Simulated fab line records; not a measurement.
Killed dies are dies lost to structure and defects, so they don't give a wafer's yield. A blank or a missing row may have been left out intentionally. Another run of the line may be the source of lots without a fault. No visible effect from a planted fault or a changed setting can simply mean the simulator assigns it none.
Which tool is to blame? ; flow sky130 ; 36 wafers from 12 lots sampled at 3 of the route's 708 steps

WHAT THE GAUGES READ, wafer by wafer
SKY_METAL5_RS_MEAS_05: uses a four-point probe to measure. Usual: METAL5_ALCU_RS typically reads 0.0270 ohm/sq, with standard deviation 0.00031.
lot;measured;on;METAL5_ALCU_RS (ohm/sq);flag
L108;day 43 04:55;film metro-02;0.0265 0.0264 0.0267;
L109;day 43 17:56;film metro-01;0.0277 0.0276 0.0274;
L111;day 44 05:11;film metro-04;0.0272 0.0271 0.0269;
L113;day 44 13:04;film metro-02;0.0272 0.0274 0.0276;
L114;day 44 18:59;film metro-01;0.0274 0.0272 0.0273;
L116;day 45 07:54;film metro-01;0.0269 0.0269 0.0269;
L118;day 45 22:03;film metro-02;0.0273 0.0273 0.0274;
L119;day 46 05:30;film metro-02;0.0271 0.0273 0.0273;
L120;day 46 12:34;film metro-02;0.0268 0.0268 0.0268;
L123;day 47 06:11;film metro-02;0.0269 0.0268 0.0266;
L127;day 48 04:57;film metro-01;0.0271 0.0272 0.0269;
L128;day 48 07:55;film metro-01;0.0275 0.0273 0.0275;

TOOL THAT RAN EACH LOT (tool first, then ch and the chambers of the sampled wafers, then the start)
lot;SKY_FIELD_ISO_CVD_03;SKY_METAL5_SPUTTER_02
L108;lpcvd-02 ch 0, day 1 17:31;pvd sputter-04, day 43 04:48
L109;lpcvd-02 ch 0, day 1 23:58;pvd sputter-02, day 43 17:49
L111;lpcvd-02 ch 1, day 2 09:38;pvd sputter-04, day 44 05:02
L113;lpcvd-02 ch 1, day 2 19:47;pvd sputter-02, day 44 12:56
L114;lpcvd-02 ch 1, day 3 00:57;pvd sputter-02, day 44 18:51
L116;lpcvd-02 ch 0, day 3 09:26;pvd sputter-04, day 45 07:44
L118;lpcvd-02 ch 0, day 3 19:56;pvd sputter-02, day 45 21:56
L119;lpcvd-02 ch 0, day 4 01:11;pvd sputter-02, day 46 05:22
L120;lpcvd-02 ch 0, day 4 06:18;pvd sputter-04, day 46 12:27
L123;lpcvd-02 ch 1, day 4 19:41;pvd sputter-03, day 47 06:04
L127;lpcvd-02 ch 1, day 5 16:38;pvd sputter-04, day 48 04:50
L128;lpcvd-02 ch 1, day 5 23:10;pvd sputter-02, day 48 07:48
- SKY_FIELD_ISO_CVD_03: deposits Si3N4 from DCS/NH3, target thk 165 nm, time 2830 s.
- SKY_METAL5_SPUTTER_02: material AlCu, target thk 1150 nm, time 61.2 s.

WHAT THE TOOLS THEMSELVES READ (means of the sampled wafers that have a number; where no wafer has one, the mark that the record gives instead)
SKY_FIELD_ISO_CVD_03. Usual: pressure mtorr 250.1 mTorr, standard deviation 0.54; spike tc upper C 769.6 C, standard deviation 1.2; zone power bottom pct 19.4 %, standard deviation 0.96.
lot;tool;pressure mtorr (mTorr);spike tc upper C (C);zone power bottom pct (%);flag
L108;lpcvd-02;249.9;769.6;18.1;
L109;lpcvd-02;249.7;770.2;18.5;
L111;lpcvd-02;249.9;768.9;20.5;
L113;lpcvd-02;250.2;768.9;20.3;
L114;lpcvd-02;250.0;768.2;20.2;
L116;lpcvd-02;249.7;769.8;18.4;
L118;lpcvd-02;250.2;770.2;18.3;
L119;lpcvd-02;250.8;771.2;18.3;
L120;lpcvd-02;250.0;770.3;18.3;
L123;lpcvd-02;249.3;769.7;20.1;
L127;lpcvd-02;250.3;768.3;20.3;
L128;lpcvd-02;249.8;768.7;20.3;

SKY_METAL5_SPUTTER_02. Usual: throttle valve pct at 29.4 %, with a standard deviation of 1.5.
lot;tool;throttle valve pct (%);flag
L108;pvd sputter-04;30.0;
L109;pvd sputter-02;28.8;
L111;pvd sputter-04;29.5;
L113;pvd sputter-02;29.4;
L114;pvd sputter-02;27.7;
L116;pvd sputter-04;29.8;
L118;pvd sputter-02;29.3;
L119;pvd sputter-02;28.7;
L120;pvd sputter-04;29.9;
L123;pvd sputter-03;29.5;
L127;pvd sputter-04;29.9;
L128;pvd sputter-02;30.4;

THE ANSWER, worked out from the rows above alone
Rule: lot off if the mean of its wafers having a number is beyond 3 standard deviations from the usual mean. A lot without any number at a reading at which 4 lots or more have one is off too. All remaining lots with rows at the step are treated as sound. First the gauges in route order, then the tools' own readings, where a lot's mean is used as printed above. At the first step where some lot is off, the reading lying furthest off is the one used; lots without a number count as furthest.
Across all readings shown, no lot is off: no conclusion can be drawn from this.

WHAT HAD BEEN PUT IN BY THE SIMULATOR
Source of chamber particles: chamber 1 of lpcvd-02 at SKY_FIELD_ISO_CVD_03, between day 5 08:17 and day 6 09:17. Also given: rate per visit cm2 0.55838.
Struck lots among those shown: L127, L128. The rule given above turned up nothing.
